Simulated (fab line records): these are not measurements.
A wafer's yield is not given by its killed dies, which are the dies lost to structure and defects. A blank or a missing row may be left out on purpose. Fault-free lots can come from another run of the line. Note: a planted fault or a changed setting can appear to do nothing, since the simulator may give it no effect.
Which of the tools did it? -- flow sky130 -- Sampling: 12 lots, 36 wafers, 3 of 708 route steps

WHAT THE GAUGES SHOWED, per wafer
SKY_CONTACT_BOW_MEAS_05.
lot,measured,on,CONTACT_BOW (um)
L472,day 29 22:02,film_metro-04,85 79 89
L473,day 30 10:16,film_metro-03,86 80 87
L474,day 30 23:28,film_metro-03,93 78 82
L476,day 31 17:13,film_metro-02,84 78 88
L478,day 32 07:02,film_metro-04,78 99 81
L486,day 34 22:41,film_metro-04,82 76 84
L487,day 35 00:33,film_metro-04,80 79 76
L490,day 36 00:00,film_metro-04,80 77 85
L491,day 36 08:04,film_metro-04,83 72 78
L492,day 36 19:48,film_metro-02,77 76 79
L494,day 37 03:38,film_metro-04,90 85 87
L495,day 37 17:56,film_metro-02,76 76 87

SKY_METAL2_RS_MEAS_05: measurement is done with a four-point probe.
lot,measured,on,METAL2_ALCU_RS (ohm/sq)
L472,day 33 13:55,film_metro-04,0.1271 0.1250 0.1272
L473,day 34 00:45,film_metro-03,0.1260 0.1261 0.1248
L474,day 34 13:58,film_metro-03,0.1277 0.1273 0.1265
L476,day 35 06:09,film_metro-03,0.1284 0.1265 0.1284
L478,day 35 19:01,film_metro-01,0.1250 0.1245 0.1263
L486,day 38 09:06,film_metro-01,0.1283 0.1275 0.1283
L487,day 38 11:04,film_metro-04,0.1268 0.1259 0.1272
L490,day 39 07:50,film_metro-01,0.1281 0.1294 0.1289
L491,day 39 15:22,film_metro-01,0.1265 0.1288 0.1274
L492,day 40 02:50,film_metro-03,0.1281 0.1269 0.1281
L494,day 40 10:02,film_metro-01,0.1271 0.1276 0.1276
L495,day 41 01:09,film_metro-03,0.1271 0.1256 0.1261

TOOL THAT RAN EACH LOT (tool first, then ch and the chambers of the sampled wafers, then the start)
lot,SKY_LDD_LDN_IMPLANT_10
L472,"implanter-03 ch 0, day 22 10:24"
L473,"implanter-02 ch 0, day 22 21:08"
L474,"implanter-02 ch 0, day 23 11:56"
L476,"implanter-02 ch 0, day 24 08:14"
L478,"implanter-02 ch 0, day 24 21:41"
L486,"implanter-02 ch 0, day 27 18:43"
L487,"implanter-02 ch 0, day 27 21:11"
L490,"implanter-03 ch 0, day 28 22:16"
L491,"implanter-02 ch 0, day 29 05:19"
L492,"implanter-03 ch 0, day 29 15:56"
L494,"implanter-02 ch 0, day 30 05:00"
L495,"implanter-02 ch 0, day 30 21:16"
- SKY_LDD_LDN_IMPLANT_10

AS READ BY THE TOOLS THEMSELVES (means over the sampled wafers that have a number; for cases with no such wafer, the mark the record gives instead)
SKY_LDD_LDN_IMPLANT_10.
lot,tool,beam_energy_keV,dose_ions_cm2,end_station_pressure_torr (Torr),faraday_current_uA,rotation_deg (degrees)
L472,implanter-03,14.999,1.25e+13,4.97e-06,71.4,203.03
L473,implanter-02,14.999,1.25e+13,4.98e-06,69.0,202.98
L474,implanter-02,15.004,1.25e+13,5.00e-06,71.3,203.02
L476,implanter-02,15.003,1.92e+13,4.89e-06,107.8,202.98
L478,implanter-02,15.001,1.92e+13,4.98e-06,106.1,203.02
L486,implanter-02,14.998,1.25e+13,4.84e-06,71.9,203.01
L487,implanter-02,15.004,1.25e+13,5.12e-06,71.1,203.01
L490,implanter-03,15.000,1.25e+13,5.10e-06,70.8,203.02
L491,implanter-02,15.000,1.25e+13,4.91e-06,70.3,203.02
L492,implanter-03,15.002,1.25e+13,5.04e-06,70.8,202.98
L494,implanter-02,15.001,1.25e+13,5.16e-06,67.8,203.03
L495,implanter-02,15.000,1.25e+13,4.94e-06,68.7,202.98

THE ANSWER, worked out from the rows above alone
Rule: the usual values come from the lots themselves. The widest of any qualifying gaps counts: lots, ordered by their means at a reading, are off when they make up no more than a third of the lots, leave a main group of 4 or more, and stand apart from it by 3 or more times the standard deviation of that group's means. If all means in a main group match to the digits the tables above print for the reading, that group is not used. Also off: a lot with no number at a reading for which 4 or more lots have one. Any other lot the step has rows for is counted as sound. The gauges are gone through in route order, then the tools' own readings, and for those a lot's mean is taken as printed above. At the first step where some lot is off, the reading lying furthest off is the one used; lots without a number count as furthest.
Off: L476, L478 (SKY_LDD_LDN_IMPLANT_10, faraday_current_uA). For the main group the mean is 70.3 and the standard deviation 1.3.
A tool fits if, at that step or a process step before it, it ran every lot that is off, and no sound lot after the first of them. Not one of the candidates tried fits.

WHAT THE SIMULATOR HAD PUT IN
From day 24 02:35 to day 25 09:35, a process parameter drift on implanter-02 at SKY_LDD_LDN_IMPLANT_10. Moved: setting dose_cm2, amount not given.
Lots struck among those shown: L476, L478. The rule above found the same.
